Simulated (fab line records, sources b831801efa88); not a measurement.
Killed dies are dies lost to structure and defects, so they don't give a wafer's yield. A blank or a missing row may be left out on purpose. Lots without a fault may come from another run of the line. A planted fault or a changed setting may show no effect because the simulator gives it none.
fab line records | flow sky130
record lots=5 wafers=15 last_day=50
route steps=708 shown LDD_HVP@283 LDD_LDN@289
lots that met no fault: from a run of the same line without faults
start_h: hours from the record's first day to the start of the lot's first wafer shown | wait_h: hours since the lot's step before | " the same as in the row above | L1.1+2: a row that stands for several wafers | - no value, or no start given | * or withheld: withheld | < > ~ a bound
route shown NAME@n: a module of which the file shows steps, and the number in the route of the first | usual: mean/standard deviation of fault-free wafers | same: alike in all rows | chamber/n: place in a boat | sites: the reading at each site | _std_site: their standard deviation | _edge_site: outer sites' mean less inner sites' | radius_mm: how far each site lies from the wafer's centre | mask NAME#n: copy n | behind: the tool/chamber that last shaped the wafer | hold: why the lot was held/for how many hours/how that ended | device: the transistor (n, p or np) that didn't switch | end of line: the same wafers' tests at the end of the route | a step without rows: its recipe alone | killed: dies lost to structure and defects at the first sort, not the wafer's yield | map: a wafer's dies, x killed, . not, _ none there
set.NAME: the setting as run; set.NAME@STEP: as run at that earlier step | model.NAME: the simulator's own value behind a step, which no gauge read
lots at some steps of the route; a table a step, a row a wafer
services: from which hour (start_h, from the record's first day; less than 0 if before it) a tool's chamber was out of use, for how many hours, and why
## steps
# step SKY_LDD_HVP_PEB_05
# recipe temp_c=withheld time_s=* resist=NOVOLAK
# step SKY_LDD_HVP_DEVELOP_06
# recipe resist=NOVOLAK developer=TMAH develop_time_s=60 dev_temp_c=23
# step SKY_LDD_HVP_OVL_MEAS_07
# usual LDD_HVP_OVL=0.4/1.5
# columns lot.wafer tool chamber start_h wait_h LDD_HVP_OVL[nm]
L974.1 overlay-01 - 538.31 0.1 -1.4
L974.3 " - " " 0.1
L974.4 " - " " 1.1
L977.1 overlay-02 - 574.52 0.1 1.3
L977.3 " - " " 0.9
L977.5 " - " " 0.1
L981.2 overlay-02 - 608.62 0.1 1.6
L981.3 " - " " 0.4
L981.6 " - " " -0.9
L986.2 overlay-01 - 644.17 0.1 0.0
L986.3 " - " " -0.5
L986.6 " - " " 0.5
L991.2 overlay-02 - 693.87 0.1 3.2
L991.4 " - " " 1.6
L991.5 " - " " 2.4
# step SKY_LDD_HVP_IMPLANT_08
# recipe species=B energy_kev=20 dose_cm2=1.7e+13 tilt_deg=17.9
# step SKY_LDD_HVP_STRIP_09
# recipe chemistry=O2/N2 power_w=1400 pressure_mtorr=1500 platen_temp_c=withheld o2_flow_sccm=3000 n2_flow_sccm=300 overash_fraction=0.5
# usual drypump_motor_current_A=5.16/0.18 oes_product_au=0.408/0.0047 strip_time_to_endpoint_s=4.137/0.014
# columns lot.wafer tool chamber start_h wait_h drypump_motor_current_A oes_product_au rf_hours_counter_h strip_time_to_endpoint_s
L974.1 plasma_asher-04 1 538.49 0.1 5.20 0.405 86 4.139
L974.3 " 1 " " 5.18 0.410 - 4.145
L974.4 " 0 " " 4.91 0.403 - 4.143
L977.1 plasma_asher-04 0 574.70 0.1 4.92 0.409 90 4.130
L977.3 " 0 " " 4.93 0.406 - 4.102
L977.5 " 0 " " 4.93 0.413 - 4.112
L981.2 plasma_asher-04 0 608.80 0.1 4.92 0.411 93 4.150
L981.3 " 1 " " 5.19 0.416 - 4.136
L981.6 " 0 " " 4.91 0.414 - 4.127
L986.2 plasma_asher-02 0 644.35 0.1 5.08 0.414 81 4.139
L986.3 " 0 " " 5.09 0.405 - 4.163
L986.6 " 1 " " 5.43 0.416 - 4.140
L991.2 plasma_asher-04 0 694.05 0.1 4.90 0.412 102 4.138
L991.4 " 0 " " 4.91 0.414 - 4.143
L991.5 " 0 " " 4.92 0.407 - 4.161
# step SKY_LDD_HVP_TW_MEAS_10
# usual LDD_HVP_TW=456.8/2.1
# columns lot.wafer tool chamber start_h wait_h LDD_HVP_TW
L974.1 film_metro-01 - 538.59 0.1 454.5
L974.3 " - " " 454.4
L974.4 " - " " 458.0
L977.1 film_metro-03 - 574.80 0.1 459.8
L977.3 " - " " 458.7
L977.5 " - " " 462.9
L981.2 film_metro-02 - 608.91 0.1 456.9
L981.3 " - " " 458.0
L981.6 " - " " 455.3
L986.2 film_metro-03 - 644.46 0.1 459.9
L986.3 " - " " 458.4
L986.6 " - " " 456.7
L991.2 film_metro-01 - 694.16 0.1 454.3
L991.4 " - " " 455.5
L991.5 " - " " 456.3
# step SKY_LDD_LDN_DEHYDRATE_00
# recipe temp_c=200 time_s=60
# step SKY_LDD_LDN_HMDS_01
# recipe prime_time_s=60 prime_temp_c=120
# step SKY_LDD_LDN_COAT_02
# recipe resist=NOVOLAK spin_rpm=3000 resist_thk_nm=1140
# step SKY_LDD_LDN_SOFTBAKE_03
# recipe temp_c=90 time_s=60 resist=NOVOLAK
# step SKY_LDD_LDN_EXPOSE_04
# recipe mask_id=LDNTM na=0.6 source_shape=conventional sigma_outer=0.6 polarization=unpolarized target_cd_nm=700 dose_mj=140
# step SKY_LDD_LDN_PEB_05
# recipe temp_c=withheld time_s=* resist=NOVOLAK
# step SKY_LDD_LDN_DEVELOP_06
# recipe resist=NOVOLAK developer=TMAH develop_time_s=60 dev_temp_c=23
# columns lot.wafer tool chamber start_h wait_h
L974.1+3+4 litho_track-04 0 568.91 0.1
L977.1+3+5 litho_track-03 0 604.51 0.1
L981.2+3+6 litho_track-03 0 637.73 0.1
L986.2+3+6 litho_track-02 0 672.94 0.1
L991.2+4+5 litho_track-04 0 721.24 0.1
# step SKY_LDD_LDN_OVL_MEAS_07
# usual LDD_LDN_OVL=0.1/1.4
# columns lot.wafer tool chamber start_h wait_h LDD_LDN_OVL[nm]
L974.1 overlay-02 - 569.06 0.1 0.2
L974.3 " - " " 0.3
L974.4 " - " " 0.6
L977.1 overlay-02 - 604.66 0.1 0.8
L977.3 " - " " 0.7
L977.5 " - " " 0.6
L981.2 overlay-02 - 637.87 0.1 -1.0
L981.3 " - " " -0.1
L981.6 " - " " -3.2
L986.2 overlay-01 - 673.07 0.1 -0.9
L986.3 " - " " 1.3
L986.6 " - " " 0.6
L991.2 overlay-01 - 721.37 0.1 -0.9
L991.4 " - " " 0.6
L991.5 " - " " 0.5
# step SKY_LDD_LDN_IMPLANT_08
# recipe species=As energy_kev=15 dose_cm2=1.25e+13 tilt_deg=withheld rotation_deg=23
# step SKY_LDD_LDN_IMPLANT_09
# recipe species=As energy_kev=15 dose_cm2=1.25e+13 tilt_deg=withheld rotation_deg=113
# step SKY_LDD_LDN_IMPLANT_10
# recipe species=As energy_kev=15 dose_cm2=1.25e+13 tilt_deg=withheld rotation_deg=203
# step SKY_LDD_LDN_IMPLANT_11
# recipe species=As energy_kev=15 dose_cm2=1.25e+13 tilt_deg=withheld rotation_deg=293
# step SKY_LDD_LDN_STRIP_12
# recipe chemistry=O2/N2 power_w=1400 pressure_mtorr=1500 platen_temp_c=withheld o2_flow_sccm=3000 n2_flow_sccm=300 overash_fraction=0.5
# usual drypump_motor_current_A=5.2/0.37 oes_product_au=0.716/0.0042 strip_time_to_endpoint_s=14.19/0.035
# columns lot.wafer tool chamber start_h wait_h drypump_motor_current_A oes_product_au rf_hours_counter_h strip_time_to_endpoint_s
L974.1 plasma_asher-01 1 569.70 0.1 4.6 0.717 44 14.19
L974.3 " 1 " " 4.6 0.723 - 14.20
L974.4 " 0 " " 5.9 0.713 - 14.17
L977.1 plasma_asher-03 1 605.30 0.1 5.2 0.716 16 14.14
L977.3 " 1 " " 5.2 0.720 - 14.18
L977.5 " 1 " " 5.2 0.712 - 14.15
L981.2 plasma_asher-04 0 638.50 0.1 4.9 0.714 96 14.21
L981.3 " 1 " " 5.2 0.715 - 14.21
L981.6 " 0 " " 4.9 0.714 - 14.25
L986.2 plasma_asher-04 0 673.70 0.1 4.9 0.705 100 14.15
L986.3 " 0 " " 4.9 0.718 - 14.15
L986.6 " 0 " " 4.9 0.707 - 14.16
L991.2 plasma_asher-01 0 722.00 0.1 5.9 0.712 59 14.19
L991.4 " 0 " " 5.9 0.711 - 14.17
L991.5 " 0 " " 5.9 0.722 - 14.18
# step SKY_LDD_LDN_TW_MEAS_13
# usual LDD_LDN_TW=1483/7.3
# columns lot.wafer tool chamber start_h wait_h LDD_LDN_TW
L974.1 film_metro-01 - 569.80 0.1 1495
L974.3 " - " " 1486
L974.4 " - " " 1489
L977.1 film_metro-04 - 605.40 0.1 1467
L977.3 " - " " 1488
L977.5 " - " " 1480
L981.2 film_metro-01 - 638.61 0.1 1489
L981.3 " - " " 1491
L981.6 " - " " 1439
L986.2 film_metro-02 - 673.81 0.1 1479
L986.3 " - " " 1477
L986.6 " - " " 1477
L991.2 film_metro-01 - 722.11 0.1 1492
L991.4 " - " " 1488
L991.5 " - " " 1489
# step SKY_LDD_LDN_CLEAN_14
# recipe chemistry=SC1/SC2 mix=1:4:20 temp_c=70 time_s=150 dry=n2_spin
## services
# columns tool chamber start_h hours kind
litho_track-04 - 525.18 - consumable_replace:filter
plasma_asher-02 - 528.27 0.7 repair
litho_track-03 - 679.54 - consumable_replace:filter
## key
first_sign step=SKY_LDD_LDN_TW_MEAS_13 reading=LDD_LDN_TW direction=down sigmas=6 usual=1483 struck=1439
effect none on later readings
met_at SKY_LDD_LDN_DEVELOP_06
struck_wafers L981.6
sort_left_out L981.6
tester_left_out L981
onset_between 604.51 637.73
fault kind=process_parameter_drift tool=litho_track-03 chamber=- onset_h=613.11 steps=SKY_LDD_LDN_DEVELOP_06 channel=develop_time_s offset=* shape=step end_h=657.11 scope=struck_wafers_only acts_in=* stated=*
# tester_left_out: of these lots the tester's yield and bins aren't shown, on N5 and GAA mostly nor the transistor test; their killed dies are dies lost to structure and defects alone, not to doping, threshold or leakage, so they don't give the yield
# sort_left_out: the simulated sort isn't trusted on such a fault, so these wafers' sort isn't shown, and their yield isn't known
